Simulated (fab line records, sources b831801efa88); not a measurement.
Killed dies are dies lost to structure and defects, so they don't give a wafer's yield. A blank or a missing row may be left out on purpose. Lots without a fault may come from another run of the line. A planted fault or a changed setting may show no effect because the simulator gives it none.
One fault seen from 2 desks | flow gf180mcu | each desk has only its own numbers; what lay behind them comes last

THE TOOL OWNER'S DESK: cvd_w-02
The tool's own readings at GF_V4_CVD_23 (deposits W, target thk 350 nm, time 104.9 s): means of the sampled wafers that have a number, for each lot that ran on this tool. A lot is out of limits, marked OUT, if its mean lies more than 4 standard deviations from the usual mean; the brackets give that distance.
Columns: A = heater_power_w at GF_V4_CVD_23, usual 897 W
lot  | first seen here | A
L500 | day 24 21:18    | 906
L503 | day 26 12:17    | 892
L506 | day 27 02:02    | 895
L507 | day 27 21:44    | 911
L509 | day 28 05:50    | 905
L511 | day 28 19:50    | 908
L516 | day 29 18:45    | 909
This desk's finding: nothing out of limits on any of the 7 lots.

THE METROLOGY DESK
What the gauges read, lot by lot, whatever tool the lot ran on: means of the sampled wafers that have a number. A lot is out of limits, marked OUT, if its mean lies more than 4 standard deviations from the usual mean; the brackets give that distance.
Columns: A = V3_BOW at GF_V3_BOW_MEAS_05, usual 117 um; B = V4_W_RS at GF_V4_RS_MEAS_24, usual 0.329 ohm/sq; C = V4_W_THK at GF_V4_THK_MEAS_25, usual 349 nm
lot  | first seen here | A   | B                | C
L500 | day 21 19:50    | 119 | 0.328            | 353
L503 | day 23 16:11    | 108 | 0.330            | 349
L506 | day 24 06:56    | 112 | 0.328            | 348
L507 | day 25 03:11    | 103 | 0.326            | 349
L509 | day 25 12:38    | 121 | 0.332            | 349
L510 | day 26 02:39    | 121 | 0.331            | 352
L511 | day 26 05:32    | 121 | 0.330            | 348
L516 | day 27 06:19    | 125 | 0.356 (+8.2) OUT | 330 (-4.7) OUT
L519 | day 27 23:16    | 101 | 0.331            | 345
L521 | day 28 15:49    | 108 | 0.336            | 340
This desk's finding: out of limits on L516; first on L516, day 29 18:53 (V4_W_RS at GF_V4_RS_MEAS_24). In limits: L500, L503, L506, L507, L509, L510, L511, L519, L521.

PUT TOGETHER
The metrology desk could have raised an alarm at day 29 18:53, on L516.
The tool owner's desk saw nothing out of limits.
The tool owner's desk has L516 on record, within its limits.
Of the lots named, all ran GF_V4_CVD_23 on cvd_w-02.

WHAT THE SIMULATOR HAD PUT IN
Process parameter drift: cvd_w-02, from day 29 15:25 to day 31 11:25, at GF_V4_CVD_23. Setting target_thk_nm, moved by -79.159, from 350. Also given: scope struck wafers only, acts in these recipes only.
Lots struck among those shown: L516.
Hours from the fault's start to each desk's first reading out of limits: the metrology desk, 3.
